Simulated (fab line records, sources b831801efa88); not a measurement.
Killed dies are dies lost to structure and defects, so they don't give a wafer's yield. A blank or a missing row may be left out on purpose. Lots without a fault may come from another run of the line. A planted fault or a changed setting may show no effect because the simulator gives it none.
A struck lot beside a sound one | flow sky130 | 16 steps out of a route of 708
Sound: wafers L263.1, L263.4, L263.6. Struck: wafers L269.1, L269.6. (L269.2 of the same lot was not struck and is left out.) The cause comes at the end.
At each step with rows: each side's tool, then ch and its chambers, then its first start. Under that, the readings that differ: sound wafers | struck wafers | difference of the means | sigmas: that difference in standard deviations of wafers without a fault.
alike: readings whose means differ by less than 2 such deviations, and words and numbers that are the same on both sides. not compared: withheld readings, readings that some wafer has no value for, bounds like >300 that may hide the same value, and numbers for which the record gives no deviation and whose values overlap.
The two part at a step that has a row with sigmas, a row that says differs or no value, or rows on one side only. Numbers that don't overlap but have no deviation are shown without sigmas and don't part them. A reading that every wafer of one side lacks parts them only if that side has two wafers or more.

first, 2 steps without rows for these wafers: SKY_METAL3_PEB_11; SKY_METAL3_DEVELOP_12 (develop time 60 s).
SKY_METAL3_CD_MEAS_13: target cd 300 nm.
  sound on cd_sem-02, day 42 04:46; struck on cd_sem-02, day 43 02:55
  alike: cd_nm
SKY_METAL3_OVL_MEAS_14:
  sound on overlay-01, day 42 04:53; struck on overlay-01, day 43 03:02
  alike: METAL3_OVL
SKY_METAL3_DESCUM_15: chemistry O2, time 8 s.
  sound on rie_metal-02 ch 0,1, day 42 04:55; struck on rie_metal-02 ch 1, day 43 03:04
  alike: drypump_motor_current_A, oes_product_au, rf_fwd_power_W
  not compared: rf_hours_counter_h
SKY_METAL3_ETCH_16: etches BARC in N2/H2, stops on SiO2, time 92.27 s, target depth 60 nm.
  sound on rie_metal-02 ch 0,1, day 42 04:57; struck on rie_metal-02 ch 1, day 43 03:06
  alike: drypump_motor_current_A, oes_product_au, throttle_valve_pct
  not compared: rf_hours_counter_h
then, 1 step without rows for these wafers: SKY_METAL3_ETCH_17 (etches SiO2 in C4F8/O2/Ar, stops on TiN, time 3.9 s, target depth 15 nm).
SKY_METAL3_METAL_ETCH_18: etches the open film in Cl2/BCl3, stops on SiO2, target depth 845 nm, time 183.1 s.
  sound on rie_metal-03 ch 0, day 42 05:04; struck on rie_metal-03 ch 0,1, day 43 03:13
  reading            | sound             | struck      | difference | sigmas
  rf_fwd_power_W (W) | 892.0 894.5 893.9 | 899.7 900.9 | +6.8       | +2
  alike: drypump_motor_current_A, mfc_cl2_sccm, oes_product_au, throttle_valve_pct
  not compared: rf_hours_counter_h
SKY_METAL3_STRIP_19: strips in O2/N2.
  sound on plasma_asher-02 ch 0,1, day 42 05:14; struck on plasma_asher-02 ch 0,1, day 43 03:23
  alike: drypump_motor_current_A, oes_product_au, strip_time_to_endpoint_s
  not compared: rf_hours_counter_h
then, 3 steps without rows for these wafers: SKY_METAL3_STRIP_20 (strips in post etch residue remover, time 1200 s); SKY_METAL3_CLEAN_21 (cleans in IPA, time 180 s); SKY_METAL3_CLEAN_22 (cleans in O3/DIW).
SKY_VIA3_HDPCVD_00: deposits SiO2, target thk 1635 nm, time 272.5 s.
  sound on hdpcvd-02 ch 0,2, day 42 05:50; struck on hdpcvd-02 ch 0, day 43 03:59
  reading                                  | sound          | struck    | difference | sigmas
  model.SiO2_of_VIA3_HDPCVD_00.thk_nm (nm) | 1607 1614 1624 | 2427 2442 | +820       |
SKY_VIA3_THK_MEAS_01:
  sound on film_metro-04, day 42 06:00; struck on film_metro-03, day 43 04:09
  reading              | sound          | struck    | difference | sigmas
  VIA3_HDPCVD_THK (nm) | 1606 1615 1625 | 2427 2442 | +819       | +48
SKY_VIA3_CMP_02: polishes SiO2.
  sound on cmp-01 ch 1,2, day 42 06:04; struck on cmp-02 ch 2, day 43 04:15
  alike: edge_zone_pressure_frac, head_pressure_psi, motor_current_A
-- the record jumps here: 6 days lie between the struck wafers' starts before and after (it left off in module VIA3 and takes up again in module PAD_OPEN, whose first step shown is number 708 of the route) --
SKY_PAD_OPEN_PROBE_99:
  the record has rows for the struck wafers here (prober-02, day 49 13:23) and none for the sound ones

WHERE THEY PART
First at SKY_METAL3_METAL_ETCH_18; last, within this record, at SKY_PAD_OPEN_PROBE_99.

WHY: what the simulator had put in
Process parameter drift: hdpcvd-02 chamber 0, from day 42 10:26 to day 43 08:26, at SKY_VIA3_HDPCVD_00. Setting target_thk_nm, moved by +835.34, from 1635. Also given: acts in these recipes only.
